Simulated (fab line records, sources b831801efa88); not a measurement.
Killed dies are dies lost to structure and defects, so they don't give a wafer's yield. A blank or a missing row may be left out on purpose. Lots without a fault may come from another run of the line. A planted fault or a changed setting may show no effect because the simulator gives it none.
Which tool did it? | flow sfq_line | 13 lots, 39 wafers sampled, at 2 steps of a route of 325

WHAT THE GAUGES READ, wafer by wafer
SFQ_M4_RS_MEAS_924: measures by four-point-probe.
lot  | measured     | on            | M4_NB_RS (ohm/sq)
L829 | day 41 22:04 | film_metro-03 | 0.903 0.890 0.878
L832 | day 43 06:30 | film_metro-01 | 0.899 0.909 0.896
L833 | day 45 08:52 | film_metro-03 | 0.916 0.893 0.889
L834 | day 45 13:40 | film_metro-03 | 0.898 0.922 0.922
L837 | day 46 22:08 | film_metro-03 | 1.091 0.899 0.882
L839 | day 47 06:32 | film_metro-01 | 0.884 0.893 0.881
L845 | day 49 19:43 | film_metro-01 | 0.888 0.877 0.885
L846 | day 49 21:04 | film_metro-03 | 0.890 0.890 0.889
L847 | day 51 07:46 | film_metro-03 | 0.907 0.897 0.908
L849 | day 53 07:40 | film_metro-03 | 0.892 0.881 0.883
L850 | day 53 10:06 | film_metro-03 | 0.911 0.913 0.909
L851 | day 53 11:40 | film_metro-01 | 0.888 0.908 0.903
L852 | day 53 14:02 | film_metro-02 | 0.895 0.911 0.908

WHICH TOOL RAN EACH LOT (tool, then ch and the chambers of the sampled wafers, then the start)
lot  | SFQ_TRILAYER_M4_DEP_SPUTTER_091
L829 | pvd_sputter-05, day 41 21:59
L832 | pvd_sputter-05, day 43 06:22
L833 | pvd_sputter-03, day 45 08:46
L834 | pvd_sputter-03, day 45 13:34
L837 | pvd_sputter-03, day 46 22:02
L839 | pvd_sputter-05, day 47 06:26
L845 | pvd_sputter-06, day 49 19:38
L846 | pvd_sputter-03, day 49 20:58
L847 | pvd_sputter-05, day 51 07:40
L849 | pvd_sputter-03, day 53 07:34
L850 | pvd_sputter-06, day 53 09:58
L851 | pvd_sputter-03, day 53 11:33
L852 | pvd_sputter-05, day 53 13:57
- SFQ_TRILAYER_M4_DEP_SPUTTER_091: material Nb, target thk 200 nm, time 133.3 s.

WHAT THE TOOLS THEMSELVES READ (means of the sampled wafers that have a number; where no wafer has one, the mark that the record gives instead)
SFQ_TRILAYER_M4_DEP_SPUTTER_091.
lot  | tool           | base_pressure_pa (Pa) | chamber_pressure_pa (Pa) | throttle_valve_pct (%)
L829 | pvd_sputter-05 | 1.30e-06              | 0.13312                  | 30.3
L832 | pvd_sputter-05 | 1.28e-06              | 0.13323                  | 31.2
L833 | pvd_sputter-03 | 1.26e-06              | 0.13330                  | 29.7
L834 | pvd_sputter-03 | 1.30e-06              | 0.13285                  | 28.4
L837 | pvd_sputter-03 | 1.39e-06              | 0.13319                  | 29.1
L839 | pvd_sputter-05 | 1.30e-06              | 0.13315                  | 30.2
L845 | pvd_sputter-06 | 1.28e-06              | 0.13334                  | 29.7
L846 | pvd_sputter-03 | 1.28e-06              | 0.13346                  | 30.1
L847 | pvd_sputter-05 | 1.30e-06              | 0.13322                  | 29.2
L849 | pvd_sputter-03 | 1.26e-06              | 0.13291                  | 30.1
L850 | pvd_sputter-06 | 1.28e-06              | 0.13314                  | 30.8
L851 | pvd_sputter-03 | 1.36e-06              | 0.13308                  | 29.0
L852 | pvd_sputter-05 | 1.34e-06              | 0.13305                  | 29.8

THE ANSWER, worked out from the rows above alone
Rule: what is usual is taken from the lots themselves. Put in order of their means at a reading, lots are off if they are a third of the lots or fewer, leave a main group of 4 or more, and stand apart from it by a gap of 3 or more times the standard deviation of the main group's means; of several such gaps the widest counts. A main group whose means are all the same, to the digits that the tables above print for the reading, isn't used. A lot without any number at a reading at which 4 lots or more have one is off too. The other lots that the step has rows for count as sound. The gauges are gone through in route order, then the tools' own readings, and for those a lot's mean is taken as printed above. The first step at which some lot is off is used, and at that step the reading that is off furthest; a lot without a number counts as furthest.
Off: L837, at SFQ_M4_RS_MEAS_924 (M4_NB_RS). The main group: mean 0.897 ohm/sq, standard deviation 0.0099.
A tool fits if, at a process step before that reading, it ran every lot that is off, and no sound lot after the first of them. The gauges at SFQ_M4_RS_MEAS_924 are tried like those tools. None of those tried fits.

WHAT THE SIMULATOR HAD PUT IN
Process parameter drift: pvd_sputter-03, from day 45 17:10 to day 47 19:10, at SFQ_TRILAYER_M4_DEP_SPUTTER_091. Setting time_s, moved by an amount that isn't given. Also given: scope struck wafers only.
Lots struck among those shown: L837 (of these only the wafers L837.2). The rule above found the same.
